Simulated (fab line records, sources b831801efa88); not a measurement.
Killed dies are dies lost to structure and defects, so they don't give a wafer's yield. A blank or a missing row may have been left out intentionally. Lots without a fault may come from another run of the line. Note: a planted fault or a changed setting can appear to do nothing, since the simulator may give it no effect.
A lot that was struck, set against a sound lot || flow sky130 || 42 steps out of a route of 708
Sound: wafers L504.1, L504.2, L504.5. Struck: wafers L511.2, L511.3, L511.5. At the end, the cause is stated.
For every step that has rows: the tool of each side, followed by ch and its chambers, followed by its first start. Under that, the readings that differ: sound wafers || struck wafers || difference of the means || sigmas: that difference in standard deviations of wafers without a fault.
alike: same words and numbers on both sides, and readings whose means sit less than 2 such deviations apart. not compared: any withheld reading, any reading some wafer has no value for, any bound like >300 that may hide the same value, and any number with overlapping values for which the record gives no deviation.
The two part at a step that has a row with sigmas, a row that says differs or no value, or rows on one side only. Numbers that don't overlap but have no deviation are shown without sigmas and don't part them. A reading missing from all wafers of one side parts the sides only when that side holds two or more wafers.

SKY_LDD_HVP_STRIP_09: strips in O2/N2.
  sound on plasma_asher-03 ch 0,1, day 22 15:07; struck on plasma_asher-04 ch 0, day 25 05:05
  alike: chamber_pressure_mTorr, drypump_motor_current_A, oes_product_au, strip_time_to_endpoint_s
  not compared: rf_hours_counter_h
SKY_LDD_HVP_TW_MEAS_10:
  sound on film_metro-04 at day 22 15:13; struck on film_metro-04 at day 25 05:11
  alike: LDD_HVP_TW
then, 7 steps without rows for these wafers: SKY_LDD_LDN_DEHYDRATE_00 (time 60 s); SKY_LDD_LDN_HMDS_01 (prime time 60 s); SKY_LDD_LDN_COAT_02 (resist thk 1140 nm); SKY_LDD_LDN_SOFTBAKE_03 (time 60 s); SKY_LDD_LDN_EXPOSE_04 (exposes mask LDNTM, target cd 700 nm); SKY_LDD_LDN_PEB_05; SKY_LDD_LDN_DEVELOP_06 (develop time 60 s).
SKY_LDD_LDN_OVL_MEAS_07:
  sound on overlay-02 at day 23 21:05; struck on overlay-02 at day 26 09:30
  alike: LDD_LDN_OVL
then, 2 steps without rows for these wafers: SKY_LDD_LDN_IMPLANT_08; SKY_LDD_LDN_IMPLANT_09.
SKY_LDD_LDN_IMPLANT_10:
  sound on implanter-02 ch 0, day 23 21:25; struck on implanter-02 ch 0, day 26 09:51
{"reading": "dose_ions_cm2", "sound": "1.2518e+13 1.2508e+13 1.2512e+13", "struck": "2.1989e+13 2.1981e+13 2.1993e+13", "difference": "+9.4750e+12", "sigmas": "+99 or more"}
{"reading": "faraday_current_uA", "sound": "69.9 72.2 73.0", "struck": "127.2 125.5 122.0", "difference": "+53.2", "sigmas": "+44"}
then, 2 steps without rows for these wafers: SKY_LDD_LDN_IMPLANT_11; SKY_LDD_LDN_STRIP_12 (strips in O2/N2).
SKY_LDD_LDN_TW_MEAS_13:
  sound on film_metro-03 at day 23 21:49; struck on film_metro-01 at day 26 10:14
{"reading": "LDD_LDN_TW", "sound": "1495 1485 1492", "struck": "1574 1564 1566", "difference": "+77", "sigmas": "+12"}
then, 2 steps without rows for these wafers: SKY_LDD_LDN_CLEAN_14 (cleans in SC1/SC2, time 150 s); SKY_SPACER_CVD_00 (deposits Si3N4 from DCS/NH3, target thk 43.1 nm, time 740 s).
SKY_SPACER_THK_MEAS_01:
  sound on film_metro-01 at day 24 01:28; struck on film_metro-03 at day 26 12:37
  alike: SPACER_CVD_00_THK
SKY_SPACER_ETCHBACK_02: etches Si3N4 in CH3F/O2, stops on SiO2, time 46.7 s, target depth 45 nm.
  sound on rie_diel-02 ch 0,1,3, day 24 01:31; struck on rie_diel-03 ch 0,1, day 26 12:40
  alike: chamber_pressure_mTorr, drypump_motor_current_A, oes_product_au, throttle_valve_pct
  not compared: rf_hours_counter_h
then, 8 steps without rows for these wafers: SKY_POLY_CUT_DEHYDRATE_00 (time 60 s); SKY_POLY_CUT_HMDS_01 (prime time 60 s); SKY_POLY_CUT_COAT_02 (resist thk 60 nm); SKY_POLY_CUT_COAT_03 (resist thk 450 nm); SKY_POLY_CUT_SOFTBAKE_04 (time 90 s); SKY_POLY_CUT_EXPOSE_05 (exposes mask NPCM, target cd 270 nm); SKY_POLY_CUT_PEB_06; SKY_POLY_CUT_DEVELOP_07 (develop time 60 s).
SKY_POLY_CUT_CD_MEAS_08: the cd target is 270 nm.
  sound on cd_sem-02 at day 25 07:02; struck on cd_sem-01 at day 27 17:13
  alike: cd_nm
SKY_POLY_CUT_OVL_MEAS_09:
  sound on overlay-02 at day 25 07:10; struck on overlay-01 at day 27 17:20
  alike: POLY_CUT_OVL
SKY_POLY_CUT_ETCH_10: etches BARC in N2/H2, stops on SiO2, time 45.9 s, target depth 60 nm.
  sound on rie_diel-02 ch 1,2,3, day 25 07:12; struck on rie_diel-01 ch 1,2, day 27 17:22
  alike: chamber_pressure_mTorr, drypump_motor_current_A, oes_product_au, throttle_valve_pct
  not compared: rf_hours_counter_h
SKY_POLY_CUT_ETCH_11: etches Si3N4 in CF4/CH2F2/Ar, stops on poly-Si, time 42.5 s, target depth 60 nm.
  sound on rie_diel-02 ch 1,2,3, day 25 07:14; struck on rie_diel-01 ch 1,2, day 27 17:24
  alike: chamber_pressure_mTorr, drypump_motor_current_A, oes_product_au, throttle_valve_pct
  not compared: rf_hours_counter_h
SKY_POLY_CUT_STRIP_12: strips in O2/N2.
  sound on plasma_asher-01 ch 0,1, day 25 07:17; struck on plasma_asher-04 ch 1, day 27 17:26
{"reading": "drypump_motor_current_A (A)", "sound": "5.9 6.3 5.9", "struck": "5.1 5.1 5.1", "difference": -0.9, "sigmas": -3}
  alike: chamber_pressure_mTorr, oes_product_au, strip_time_to_endpoint_s
  not compared: rf_hours_counter_h
then, 6 steps without rows for these wafers: SKY_SD_P_DEHYDRATE_00 (time 60 s); SKY_SD_P_HMDS_01 (prime time 60 s); SKY_SD_P_COAT_02 (resist thk 1140 nm); SKY_SD_P_SOFTBAKE_03 (time 60 s); SKY_SD_P_EXPOSE_04 (exposes mask PSDM, target cd 380 nm); SKY_SD_P_PEB_05.
SKY_SD_P_DEVELOP_06: develop time 60 s.
  sound on litho_track-01 ch 0, day 26 11:47; struck on litho_track-03 ch 0, day 28 21:48
{"reading": "model.SD_P.cd_nm (nm)", "sound": "381.5 382.3 381.1", "struck": "394.6 394.5 394.9", "difference": "+13.0", "sigmas": ""}
SKY_SD_P_CD_MEAS_07: the cd target is 380 nm.
  sound on cd_sem-02 at day 26 11:56; struck on cd_sem-02 at day 28 21:57
{"reading": "cd_nm (nm)", "sound": "381.5 382.2 381.0", "struck": "394.4 394.3 395.0", "difference": "+13.0", "sigmas": "+5"}
-- here the record skips 19 days between the struck wafers' starts before and after, leaving off in module SD_P and picking up in module PAD_OPEN (first step shown: number 708 of the route) --
SKY_PAD_OPEN_PROBE_99:
  sound on prober-01 at day 46 12:18; struck on prober-01 at day 48 08:11
{"reading": "model.etest.tip_sonos.rs_ohm_sq", "sound": "2571 2558 2625", "struck": "2464 2498 2482", "difference": -103, "sigmas": ""}
  alike: killed_at_M0_to_M3, killed_at_M4_up, killed_at_contacts, killed_at_front_end, killed_at_other, killed_dies, killed_on_rim, killed_open, killed_short

WHERE THEY PART
First at SKY_LDD_LDN_IMPLANT_10; last, within this record, at SKY_SD_P_CD_MEAS_07. Later steps at which nothing parts them and some readings are alike: SKY_PAD_OPEN_PROBE_99.

WHY: what had been put in by the simulator
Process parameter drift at SKY_LDD_LDN_IMPLANT_10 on implanter-02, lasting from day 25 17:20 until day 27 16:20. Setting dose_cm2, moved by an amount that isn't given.
